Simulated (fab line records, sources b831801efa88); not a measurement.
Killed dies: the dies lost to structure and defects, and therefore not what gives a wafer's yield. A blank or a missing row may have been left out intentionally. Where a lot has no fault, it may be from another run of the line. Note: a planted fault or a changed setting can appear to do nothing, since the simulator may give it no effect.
fab line records	flow sfq-line
record: lots: 14	wafers: 42	last-day: 92
route steps=325 shown I4@165 JJ@196 M5@205
lots untouched by any fault: they come from a run of this same line in which no faults occurred
start-h: the number of hours between the record's first day and the start of the first shown wafer of the lot	wait-h: hours from the lot's prior step to this one	" same as the row above	L1.1+2: a single row standing in for several wafers	- no value, or no start was given	* or withheld: withheld	< > ~ a bound
route shown NAME@n: a module of which the file shows steps, and the number in the route of the first	usual: the fault-free wafers' mean and standard deviation	same: alike in all rows	chamber/n: place in a boat	sites: the reading at each site	_std_site: standard deviation of those values	_edge_site: mean of outer sites minus mean of inner sites	radius-mm: how far each site lies from the wafer's centre	mask NAME#n: copy n	behind: tool/chamber where the wafer was last shaped	hold: the reason the lot was held/the length of the hold in hours/how it ended	device: whichever transistor did not switch (one of n, p or np)	end of line: tests of these same wafers at the route's end	a step without rows: its recipe alone	killed: dies lost to structure and defects at the first sort, not the wafer's yield	map: the dies of a wafer, with x for killed, . for not killed, _ for no die there
set.NAME: the run value of the setting; set.NAME@STEP: its run value at that earlier step	model.NAME: the simulator's own value behind a step, which no gauge read
the route's steps for a sample of lots (tables are steps, rows are wafers)
services: the hour from which a tool's chamber was out of use, counted from the record's first day as start-h (under 0 if before that day), plus the number of hours and why
== steps ==
step: SFQ_I4_BOW_MEAS_927
recipe: mode: bow
usual: I4_BOW: 5/8.4
lot.wafer	tool	chamber	start-h	wait-h	I4_BOW[um]
L528.4	film-metro-04	-	1332.64	2.6	16
L528.5	"	-	"	"	13
L528.6	"	-	"	"	11
L529.1	film-metro-04	-	1341.07	1.0	15
L529.2	"	-	"	"	13
L529.5	"	-	"	"	14
L530.1	film-metro-01	-	1349.29	1.0	6
L530.3	"	-	"	"	-4
L530.4	"	-	"	"	4
L532.1	film-metro-04	-	1371.42	2.5	20
L532.4	"	-	"	"	15
L532.5	"	-	"	"	25
L533.2	film-metro-04	-	1378.11	1.0	1
L533.4	"	-	"	"	2
L533.5	"	-	"	"	8
L538.2	film-metro-02	-	1419.09	2.5	0
L538.3	"	-	"	"	2
L538.5	"	-	"	"	4
L543.1	film-metro-01	-	1457.33	1.0	11
L543.3	"	-	"	"	9
L543.5	"	-	"	"	4
L544.1	film-metro-01	-	1464.73	2.0	15
L544.5	"	-	"	"	9
L544.6	"	-	"	"	3
L546.3	film-metro-04	-	1475.11	1.5	9
L546.4	"	-	"	"	5
L546.5	"	-	"	"	18
L547.1	film-metro-02	-	1479.87	2.0	4
L547.2	"	-	"	"	5
L547.6	"	-	"	"	3
L548.3	film-metro-01	-	1484.71	2.0	-6
L548.4	"	-	"	"	4
L548.6	"	-	"	"	-7
L549.3	film-metro-01	-	1489.77	2.0	-3
L549.5	"	-	"	"	8
L549.6	"	-	"	"	-3
L550.1	film-metro-04	-	1496.67	1.0	-15
L550.2	"	-	"	"	-20
L550.6	"	-	"	"	-12
L551.1	film-metro-02	-	1507.51	1.0	1
L551.2	"	-	"	"	-4
L551.6	"	-	"	"	9
step: SFQ_I4_OVL_MEAS_928
usual: I4_OVL: -3/5.5
lot.wafer	tool	chamber	start-h	wait-h	I4_OVL[nm]
L528.4	overlay-01	-	1341.36	0.1	-5
L528.5	"	-	"	"	-9
L528.6	"	-	"	"	1
L529.1	overlay-01	-	1347.53	0.1	-11
L529.2	"	-	"	"	-7
L529.5	"	-	"	"	-10
L530.1	overlay-02	-	1352.88	0.1	-3
L530.3	"	-	"	"	-2
L530.4	"	-	"	"	5
L532.1	overlay-02	-	1377.33	0.1	-1
L532.4	"	-	"	"	-8
L532.5	"	-	"	"	1
L533.2	overlay-01	-	1382.35	0.1	-10
L533.4	"	-	"	"	-8
L533.5	"	-	"	"	-8
L538.2	overlay-01	-	1534.40	0.1	-9
L538.3	"	-	"	"	-10
L538.5	"	-	"	"	-8
L543.1	overlay-01	-	1564.39	0.1	-2
L543.3	"	-	"	"	4
L543.5	"	-	"	"	-1
L544.1	overlay-01	-	1572.14	0.1	-2
L544.5	"	-	"	"	-1
L544.6	"	-	"	"	-5
L546.3	overlay-02	-	1582.95	0.1	5
L546.4	"	-	"	"	-1
L546.5	"	-	"	"	7
L547.1	overlay-01	-	1590.85	0.1	-3
L547.2	"	-	"	"	-1
L547.6	"	-	"	"	-7
L548.3	overlay-01	-	1594.46	0.1	-5
L548.4	"	-	"	"	-7
L548.6	"	-	"	"	-5
L549.3	overlay-02	-	1599.36	0.1	1
L549.5	"	-	"	"	4
L549.6	"	-	"	"	9
L550.1	overlay-02	-	1602.95	0.1	-3
L550.2	"	-	"	"	-2
L550.6	"	-	"	"	-11
L551.1	overlay-02	-	1611.35	0.1	-1
L551.2	"	-	"	"	-4
L551.6	"	-	"	"	-9
step: SFQ_TRILAYER_JJ_CE_STRIP_STRIP_120
recipe: gas: O2	power-w: 200	platen-temp-c: 40	overash-fraction: 0.65	chemistry: O2	pressure-mtorr: 50
usual: drypump-motor-current-A: 5.5/0.33	oes-product-au: 0.999/0.017	platen-temp-c: 39.98/0.13
lot.wafer	tool	chamber	start-h	wait-h	drypump-motor-current-A	oes-product-au	platen-temp-c	rf-hours-counter-h
L528.4	rie-metal-03	1	1463.59	0.3	5.1	0.987	40.10	-
L528.5	"	0	"	"	5.9	1.028	39.97	-
L528.6	"	1	"	"	5.2	0.992	40.19	-
L529.1	rie-metal-03	1	1475.37	0.0	5.1	1.000	39.93	55
L529.2	"	0	"	"	5.9	1.019	40.08	71
L529.5	"	0	"	"	5.9	1.007	40.08	-
L530.1	rie-metal-03	0	1480.13	0.0	5.9	1.008	39.84	71
L530.3	"	1	"	"	5.2	0.992	39.72	-
L530.4	"	0	"	"	5.9	1.012	39.76	-
L532.1	rie-metal-01	1	1498.13	0.0	6.0	1.023	40.15	36
L532.4	"	0	"	"	5.3	0.979	39.97	-
L532.5	"	0	"	"	5.3	0.967	40.13	-
L533.2	rie-metal-03	0	1500.53	0.0	5.9	1.021	39.66	72
L533.4	"	1	"	"	5.2	0.986	39.74	-
L533.5	"	1	"	"	5.2	0.985	39.95	-
L538.2	rie-metal-04	1	1626.48	0.0	5.4	0.995	39.88	90
L538.3	"	0	"	"	5.4	1.015	39.85	-
L538.5	"	0	"	"	5.4	1.008	39.85	-
L543.1	rie-metal-04	1	1644.48	0.0	5.5	0.986	40.09	93
L543.3	"	1	"	"	5.5	0.986	40.19	-
L543.5	"	1	"	"	5.5	0.989	39.94	-
L544.1	rie-metal-01	1	1648.13	0.0	6.0	0.998	40.08	55
L544.5	"	1	"	"	6.0	0.994	40.10	-
L544.6	"	0	"	"	5.3	0.967	39.84	-
L546.3	rie-metal-04	0	1654.28	0.2	5.4	1.024	39.92	-
L546.4	"	1	"	"	5.5	0.999	39.99	-
L546.5	"	1	"	"	5.5	0.990	39.83	-
L547.1	rie-metal-04	1	1660.08	0.0	5.5	0.980	40.07	96
L547.2	"	0	"	"	5.4	1.008	40.03	16
L547.6	"	1	"	"	5.5	0.986	40.06	-
L548.3	rie-metal-04	1	1663.88	0.2	5.5	0.986	40.09	-
L548.4	"	0	"	"	5.4	1.014	39.97	-
L548.6	"	0	"	"	5.4	1.022	39.82	-
L549.3	rie-metal-04	1	1669.40	0.2	5.5	0.987	39.75	-
L549.5	"	1	"	"	5.5	0.996	39.84	-
L549.6	"	0	"	"	5.4	1.023	39.90	-
L550.1	rie-metal-01	1	1671.01	0.0	6.0	0.988	39.86	58
L550.2	"	0	"	"	5.3	0.968	39.87	53
L550.6	"	1	"	"	6.0	0.989	40.01	-
L551.1	rie-metal-03	1	1678.47	0.0	5.1	1.002	40.05	80
L551.2	"	0	"	"	5.9	1.028	40.07	96
L551.6	"	0	"	"	6.0	1.014	40.00	-
step: SFQ_TRILAYER_M5_BARC_OPEN_METAL_ETCH_161
recipe: mask-material: PR	chemistry: O2	target-depth-nm: 125	target: BARC	icp-w: 600	bias-w: 80	pressure-mtorr: 10	time-s: 41.7
usual: drypump-motor-current-A: 5.7/0.43	oes-product-au: 0.685/0.0047
lot.wafer	tool	chamber	start-h	wait-h	drypump-motor-current-A	oes-product-au	rf-hours-counter-h
L528.4	rie-metal-03	1	1571.00	0.0	5.1	0.686	-
L528.5	"	1	"	"	5.1	0.683	-
L528.6	"	0	"	"	6.0	0.686	-
L529.1	rie-metal-02	0	1581.78	0.0	5.6	0.683	111
L529.2	"	1	"	"	6.3	0.684	2
L529.5	"	1	"	"	6.3	0.685	-
L530.1	rie-metal-02	1	1589.68	0.0	6.3	0.686	2
L530.3	"	1	"	"	6.3	0.689	-
L530.4	"	0	"	"	5.5	0.678	-
L532.1	rie-metal-02	1	1605.38	0.0	6.3	0.691	5
L532.4	"	1	"	"	6.3	0.685	-
L532.5	"	0	"	"	5.5	0.692	-
L533.2	rie-metal-03	0	1606.58	0.0	6.0	0.694	83
L533.4	"	0	"	"	5.9	0.685	-
L533.5	"	1	"	"	5.2	0.682	-
L538.2	rie-metal-03	0	1694.52	0.0	5.9	0.683	99
L538.3	"	0	"	"	5.9	0.672	-
L538.5	"	1	"	"	5.1	0.665	-
L543.1	rie-metal-03	1	1721.05	0.0	5.1	0.666	88
L543.3	"	0	"	"	6.0	0.678	-
L543.5	"	0	"	"	6.0	0.661	-
L544.1	rie-metal-02	0	1732.14	0.0	5.5	0.688	2
L544.5	"	0	"	"	5.5	0.691	-
L544.6	"	1	"	"	6.3	0.684	-
L546.3	rie-metal-02	0	1747.63	0.0	5.5	0.695	-
L546.4	"	1	"	"	6.3	0.685	-
L546.5	"	0	"	"	5.5	0.685	-
L547.1	rie-metal-04	0	1752.41	0.0	5.4	0.681	28
L547.2	"	1	"	"	5.5	0.693	108
L547.6	"	1	"	"	5.5	0.687	-
L548.3	rie-metal-02	0	1757.23	0.0	5.5	0.678	-
L548.4	"	1	"	"	6.3	0.683	-
L548.6	"	1	"	"	6.3	0.682	-
L549.3	rie-metal-04	1	1762.03	0.0	5.5	0.691	-
L549.5	"	0	"	"	5.4	0.686	-
L549.6	"	1	"	"	5.5	0.687	-
L550.1	rie-metal-04	0	1765.61	0.0	5.4	0.687	30
L550.2	"	1	"	"	5.5	0.681	110
L550.6	"	1	"	"	5.5	0.691	-
L551.1	rie-metal-04	0	1773.26	0.0	5.4	0.687	32
L551.2	"	1	"	"	5.5	0.691	111
L551.6	"	0	"	"	5.4	0.679	-
== services ==
tool	chamber	start-h	hours	kind
rie-metal-03	-	1447.47	2.8	pm
rie-metal-02	-	1451.27	0.7	repair
rie-metal-01	-	1474.81	1.4	pm
rie-metal-04	0	1519.39	-	clean
rie-metal-04	0	1519.39	-	consumable-replace:focus-ring
rie-metal-04	0	1519.39	33.6	scheduled-down
rie-metal-04	0	1519.39	33.6	vent-cycle
rie-metal-02	1	1539.92	-	clean
rie-metal-02	1	1539.92	-	consumable-replace:focus-ring
rie-metal-02	1	1539.92	20.4	scheduled-down
rie-metal-02	1	1539.92	20.4	vent-cycle
rie-metal-02	-	1585.15	2.8	pm
rie-metal-03	-	1600.04	2.0	repair
rie-metal-02	1	1615.20	3.7	repair
rie-metal-03	-	1622.14	0.2	repair
rie-metal-04	-	1642.61	1.8	repair
rie-metal-04	-	1679.48	15.6	pm
rie-metal-02	0	1685.57	-	clean
rie-metal-02	0	1685.57	-	consumable-replace:focus-ring
rie-metal-02	0	1685.57	25.0	scheduled-down
rie-metal-02	0	1685.57	25.0	vent-cycle
rie-metal-01	0	1752.37	4.8	repair
== key ==
first-sign: step: SFQ_TRILAYER_M5_BARC_OPEN_METAL_ETCH_161	reading: oes-product-au	direction: down	sigmas: 3.6	usual: 0.685	struck: 0.668
effect none on later readings
met-at SFQ_TRILAYER_M5_BARC_OPEN_METAL_ETCH_161
struck-lots L538,L543
struck-wafers L538.3,L538.5,L543.1,L543.3,L543.5
not-acting-at SFQ_I4_BOW_MEAS_927,SFQ_I4_OVL_MEAS_928,SFQ_TRILAYER_JJ_CE_STRIP_STRIP_120
onset-between 1606.58 1694.52
fault: kind: process-parameter-drift	tool: rie-metal-03	chamber: -	onset-h: 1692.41	steps: SFQ_TRILAYER_M5_BARC_OPEN_METAL_ETCH_161	channel: time-s	offset: *	shape: step	end-h: 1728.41	scope: struck-wafers-only	acts-in: *	stated: *
